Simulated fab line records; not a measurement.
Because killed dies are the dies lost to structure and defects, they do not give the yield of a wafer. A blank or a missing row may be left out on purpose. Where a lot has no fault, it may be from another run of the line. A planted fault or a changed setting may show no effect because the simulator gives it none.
A struck lot beside a sound one | flow sfqLine | 14 steps out of a route of 325
Sound: wafers L560.1, L560.2, L560.3. Wafers struck: L574.2, L574.3, L574.4. At the end, the cause is stated.
At each step with rows: each side's tool, then ch and its chambers, then its first start. Under that, the readings that differ: sound wafers | struck wafers | difference of the means | sigmas: that difference in standard deviations of wafers without a fault.
alike: same words and numbers on both sides, and readings whose means sit less than 2 such deviations apart. not compared: any withheld reading, any reading some wafer has no value for, any bound like >300 that may hide the same value, and any number with overlapping values for which the record gives no deviation.
Wherever a step has rows on one side only, a row that says differs or no value, or a row with sigmas, the two part there. When numbers do not overlap yet have no deviation, they are printed without sigmas and do not part them. Lack of a reading on every wafer of one side parts them only where that side has two or more wafers.

first, 2 steps without rows for these wafers: SFQ_TRILAYER_I0_VIA_STRIP_SOLV_CLEAN_036 (cleans in NMP, time 600 s); SFQ_TRILAYER_M1_DEP_PRE_CLEAN_038 (time 22.5 s).
SFQ_TRILAYER_M1_DEP_SPUTTER_037: material Nb, target thk 200 nm, time 133.3 s.
  sound on pvdSputter-06, day 12 06:58; struck on pvdSputter-06, day 18 16:31
  alike: throttleValvePct
SFQ_M1_RS_MEAS_909: measurement is done with a four-point probe.
  sound on filmMetro-03, day 12 07:03; struck on filmMetro-03, day 18 16:38
  alike: M1_NB_RS
then, 6 steps without rows for these wafers: SFQ_TRILAYER_M1_LITHO_COAT_044 (resist thk 62 nm); SFQ_TRILAYER_M1_LITHO_COAT_039 (resist thk 600 nm); SFQ_TRILAYER_M1_LITHO_SOFTBAKE_043; SFQ_TRILAYER_M1_LITHO_EXPOSE_040 (exposes mask M1, target cd 500 nm); SFQ_TRILAYER_M1_LITHO_PEB_042 (peb time 60 s); SFQ_TRILAYER_M1_LITHO_DEVELOP_041 (time 60 s).
-- the record jumps here: 7 days lie between the struck wafers' starts before and after --
SFQ_M1_OVL_MEAS_911:
  sound on overlay-01, day 16 17:29; struck on overlay-01, day 25 08:47
  alike: M1_OVL
SFQ_TRILAYER_M1_BARC_OPEN_METAL_ETCH_054: etches BARC in O2, target depth 125 nm, time 41.7 s.
  sound on rieMetal-04 ch 0,1, day 16 17:32; struck on rieMetal-04 ch 0,1, day 25 08:49
reading                                            | sound             | struck            | difference | sigmas
oesProductAu (a.u.)                                | 0.683 0.690 0.681 | 0.646 0.638 0.636 | -0.045     | -10
runLengthS (s)                                     | 70.5 70.7 70.2    | 77.8 77.5 77.7    | +7.2       | +16
model.KrF_of_TRILAYER_M1_LITHO_COAT_039.thkNm (nm) | 527.1 524.8 524.3 | 510.2 512.8 510.6 | -14.2      | 
  alike: drypumpMotorCurrentA
  not compared: rfHoursCounterH
SFQ_TRILAYER_M1_ETCH_METAL_ETCH_042: etches Nb in Cl2/Ar, stops on SiO2, target depth 240 nm, time 120 s.
  sound on rieMetal-04 ch 0,1, day 16 17:35; struck on rieMetal-04 ch 0,1, day 25 08:52
reading                                            | sound             | struck          | difference | sigmas
model.KrF_of_TRILAYER_M1_LITHO_COAT_039.thkNm (nm) | 384.1 382.6 381.5 | 368.4 368 366.6 | -15.1      | 
  alike: drypumpMotorCurrentA, oesProductAu, runLengthS
  not compared: rfHoursCounterH
SFQ_TRILAYER_M1_STRIP_STRIP_043: strips in O2.
  sound on rieMetal-04 ch 0,1, day 16 17:43; struck on rieMetal-04 ch 0,1, day 25 08:59
  alike: drypumpMotorCurrentA, oesProductAu
  not compared: rfHoursCounterH

== WHERE THEY PART ==
Only at SFQ_TRILAYER_M1_BARC_OPEN_METAL_ETCH_054, as far as this record shows. Later steps at which nothing parts them and some readings are alike: SFQ_TRILAYER_M1_ETCH_METAL_ETCH_042, SFQ_TRILAYER_M1_STRIP_STRIP_043.

WHY: what had been put in by the simulator
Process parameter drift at SFQ_TRILAYER_M1_BARC_OPEN_METAL_ETCH_054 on rieMetal-04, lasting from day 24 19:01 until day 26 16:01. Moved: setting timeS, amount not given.
